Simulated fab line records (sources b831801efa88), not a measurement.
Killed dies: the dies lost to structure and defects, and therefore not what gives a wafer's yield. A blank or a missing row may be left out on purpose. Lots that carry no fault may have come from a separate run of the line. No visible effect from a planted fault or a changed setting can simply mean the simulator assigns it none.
Split-lot experiment ; flow sky130 ; 23 wafers read across 5 lots, on a route 708 steps long

SPLIT DETAILS
At SKY_FIELD_ISO_EXPOSE_10 (exposes mask FOM, target cd 150 nm), the setting dose mj was moved away from the recipe's 28 on 5 of the 23 wafers read, by -2.5% to +4.5%. The other wafers ran this setting at the recipe's value.

FROM THE SPLIT TO THE READING: what the file shows between them, 2 steps
- SKY_FIELD_ISO_PEB_11
- SKY_FIELD_ISO_DEVELOP_12: develop time 60 s

THE READING
At SKY_FIELD_ISO_CD_MEAS_13: cd nm in nanometres, against a target cd of 150 nm. Typical for fault-free wafers on this fab line: 149.7 nm, with standard deviation 1.1 nm.

wafer;tool, chamber at the split;dose mj as run;against the recipe;cd nm, nm;against lot-mates on the recipe
L074.1;krf scanner-02, 0;28;recipe;149.4;-
L074.3;krf scanner-02, 0;28;recipe;149.8;-
L074.4;krf scanner-02, 0;28;recipe;150.8;-
L074.5;krf scanner-02, 0;28;recipe;151.0;-
L074.6;krf scanner-02, 0;28;recipe;151.0;-
L076.2;krf scanner-02, 0;28;recipe;150.7;-
L076.4;krf scanner-02, 0;28;recipe;149.7;-
L076.6;krf scanner-02, 0;28;recipe;149.9;-
L077.1;krf scanner-02, 0;28;recipe;148.7;-
L077.2;krf scanner-02, 0;28;recipe;148.8;-
L077.3;krf scanner-02, 0;28;recipe;148.7;-
L077.4;krf scanner-02, 0;28;recipe;147.7;-
L077.6;krf scanner-02, 0;28;recipe;149.5;-
L079.1;krf scanner-02, 0;28;recipe;151.4;-
L079.2;krf scanner-02, 0;27.31;-2.5%;154.9;+4.4
L079.3;krf scanner-02, 0;27.31;-2.5%;155.8;+5.3
L079.4;krf scanner-02, 0;28;recipe;149.6;-
L079.5;krf scanner-02, 0;27.31;-2.5%;155.6;+5.1
L084.2;krf scanner-01, 0;28;recipe;148.7;-
L084.3;krf scanner-01, 0;28;recipe;149.2;-
L084.4;krf scanner-01, 0;29.27;+4.5%;139.4;-9.1
L084.5;krf scanner-01, 0;29.27;+4.5%;139.6;-8.9
L084.6;krf scanner-01, 0;28;recipe;147.7;-

THE FIT
A straight line over all 23 wafers: cd nm changes by -2.27 nm for each +1% of dose mj; r = -0.97; the points scatter about the line by 1 nm.
The same after taking each lot's own level away (the mean of its wafers on the recipe; 23 wafers): -1.99 nm for each +1%; r = -0.98; scatter 0.61 nm.
That fit puts the effect of the largest move of dose mj on the reading at 9 nm.
The lots' own levels span 148.53 to 150.50 nm, that is 1.8 times the standard deviation above.
So the slope is not independent of the lot-to-lot level: the two fits are not the same.
Check: with one of the wafers moved furthest among these (+4.5%) left out of the fit, the line predicts -8.99 nm for it against its lot-mates. Against them it came out at -9.13 nm.

THE OTHER SPLITS THESE WAFERS WENT THROUGH
These wafers also went through other splits before the reading. Each is held against what the fit with the lots' levels taken away leaves over:
other split on the same wafers;wafers away from the commonest value;r with cd nm (lot level and that fit taken away)
SKY_FIELD_ISO_CVD_03 temp c;5;+0.00

THE WHOLE CHAIN: every reading that the file lists as answering this split, in the file's order
step;what it does;reading;change (the file's fit);r (the file's)
SKY_FIELD_ISO_CD_MEAS_13;target cd 150 nm;cd nm;-2.01 nm for each +1% of the setting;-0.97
SKY_FIELD_ISO_ETCH_14;etches BARC in N2/H2, stops on SiO2, time 45.9 s, target depth 60 nm;FIELD_ISO.cd nm (the simulator's own value, which no gauge read);-2.32 nm for each +1% of the setting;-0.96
SKY_FIELD_ISO_ETCH_15;etches the open film in CHF3/O2, stops on Si, target depth 180 nm, time 72 s;FIELD_ISO.cd nm (the simulator's own value, which no gauge read);-2.65 nm for each +1% of the setting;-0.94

FILE'S OWN FIT
cd nm changes by -2.01 nm for each +1% of dose mj, r = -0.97.
